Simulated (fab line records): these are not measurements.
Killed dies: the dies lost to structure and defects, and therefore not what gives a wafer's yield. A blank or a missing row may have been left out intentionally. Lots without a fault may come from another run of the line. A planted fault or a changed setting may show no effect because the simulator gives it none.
Chamber matching | flow sky130 | SKY_CONTACT_CMP_27 on cmp-02: 4 sister chambers
The step polishes, stops on SiO2, t overpolish 15 s, target thk 0 nm. 4 wafers are shown with their chamber, then 8 later ones without.

== WAFERS WITH THEIR CHAMBER ==
wafer  | chamber | motorCurrentA (A)
L203.6 | 1       | 12.7
L206.1 | 2       | 10.2
L216.2 | 3       | 10.1
L218.2 | 0       | 11.5

== WAFERS WHOSE CHAMBER IS MISSING ==
wafer  | motorCurrentA (A)
L218.4 | 10.4
L218.6 | 9.9
L219.1 | 10.1
L219.3 | 13.4
L219.6 | 10.3
L220.1 | 10.1
L220.2 | 10.1
L220.4 | 11.0

== THE CHAMBER EACH PASSED THROUGH ==
wafer  | from the rows above          | in truth
L218.4 | can't be placed: 2 or 3      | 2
L218.6 | can't be placed: 3 or 2      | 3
L219.1 | can't be placed: 3 or 2      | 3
L219.3 | 1                            | 1
L219.6 | can't be placed: 2 or 3      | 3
L220.1 | can't be placed: 3 or 2      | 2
L220.2 | can't be placed: 3 or 2      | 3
L220.4 | can't be placed: 0 or 2 or 3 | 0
Placed correctly: 1 of 8. Unplaceable from these rows: 7, with the true chamber sitting among the candidates in 7. Wrongly placed: 0.
How it was worked out, from the rows above alone: a wafer's distance from a chamber is the root of the sum, over the readings, of the square of ((its reading less the chamber's mean) divided by the reading's scatter). The wafer belongs to the nearest chamber; if the next one is less than 2 further off, it can't be placed. Each chamber's mean is taken over the wafers shown for it. The scatter: with one shown wafer a chamber, the root of the mean of the squares of how far each hidden wafer lies from its nearest shown one.
